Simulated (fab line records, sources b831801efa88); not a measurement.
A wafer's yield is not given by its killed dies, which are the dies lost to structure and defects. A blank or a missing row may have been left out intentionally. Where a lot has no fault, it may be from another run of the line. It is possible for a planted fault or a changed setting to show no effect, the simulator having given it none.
8D (eight disciplines) problem report, filled in by code | flow sky130 | the parts of the form that need people (team, actions taken, sign-off) are left out

1. WHAT IS WRONG
At SKY_LDD_N_IMPLANT_14, doseIonsCm2 averages 5e+13 over 6 wafers from 2 lots, while fault-free wafers read 5e+12, standard deviation 5.5e+09. That is +99 or more standard deviations from the usual mean.
First seen on wafer L426.2, day 21 23:09, on implanter-03. The record holds 33 wafers of 11 lots with a number at this step. Rule for "out", or "out of limits": more than 4 standard deviations from the usual mean. All remaining wafers that have a number are taken as sound.

2. WHAT IT IS, AND WHAT IT ISN'T
question                    | is                            | is not
which readings at this step | doseIonsCm2, faradayCurrentUA | beamOnS, endStationPressureTorr
which lots                  | L426, L428                    | L416, L419, L420, L427, L429, L434, L435, L437, L438
which wafers of those lots  | all that have a number        | -
read on which tools         | implanter-03                  | implanter-01, implanter-02
when                        | from day 21 23:09             | up to then (9 sound wafers); but 18 sound wafers of L427, L429, L434, L435, L437, L438 came after

3. WHAT RULES OUT EACH SUSPECT
Counting: a tool stays on the suspect list if, at a process step up to the reading, it processed all lots that are out and no sound lot following the first of them.
- implanter-03 at SKY_LDD_N_IMPLANT_14: ruled out as a lasting fault. The sound lots L437 went through it after L426, its earliest lot that is out (day 21 23:09).
Left after counting: nothing in the record.

4. THE CAUSE (what the simulator had put in)
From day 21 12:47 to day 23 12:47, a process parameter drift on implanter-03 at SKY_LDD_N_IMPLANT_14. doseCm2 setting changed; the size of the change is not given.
Counting ruled it out, wrongly.

5. THE EFFECT CHAIN, in route order
Rows list readings where the struck wafers' mean (over those with a number) sits beyond 3 standard deviations from the usual. Readings are gone through only where the record gives a usual standard deviation; hours: the median, over the lots, of the time from a lot's start at the first step in this table giving one to that lot's start at this step; sigmas: the change measured in usual standard deviations.
hours | step                 | reading              | usual   | on struck wafers | change | sigmas
0     | SKY_LDD_N_IMPLANT_14 | doseIonsCm2          | 5e+12   | 5e+13            | +5e+13 | +99 or more
0     | SKY_LDD_N_IMPLANT_14 | faradayCurrentUA     | 28.2    | 290.6            | +262.4 | +99 or more
0     | SKY_LDD_N_STRIP_16   | stripTimeToEndpointS | 4.319 s | 4.429            | +0.110 | +7.9
Process steps it contains:
- SKY_LDD_N_IMPLANT_14
- SKY_LDD_N_STRIP_16: strips in O2/N2.
Later steps that measure or inspect, where all struck wafers having a row at the step show a number for every such reading and not one has moved that far: SKY_LDD_N_TW_MEAS_17, SKY_LDD_P_OVL_MEAS_08.

6. HOW IT WOULD HAVE BEEN CAUGHT EARLIER
In this record the first reading out of limits was taken at day 21 23:09, 10 hours after the fault began at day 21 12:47.
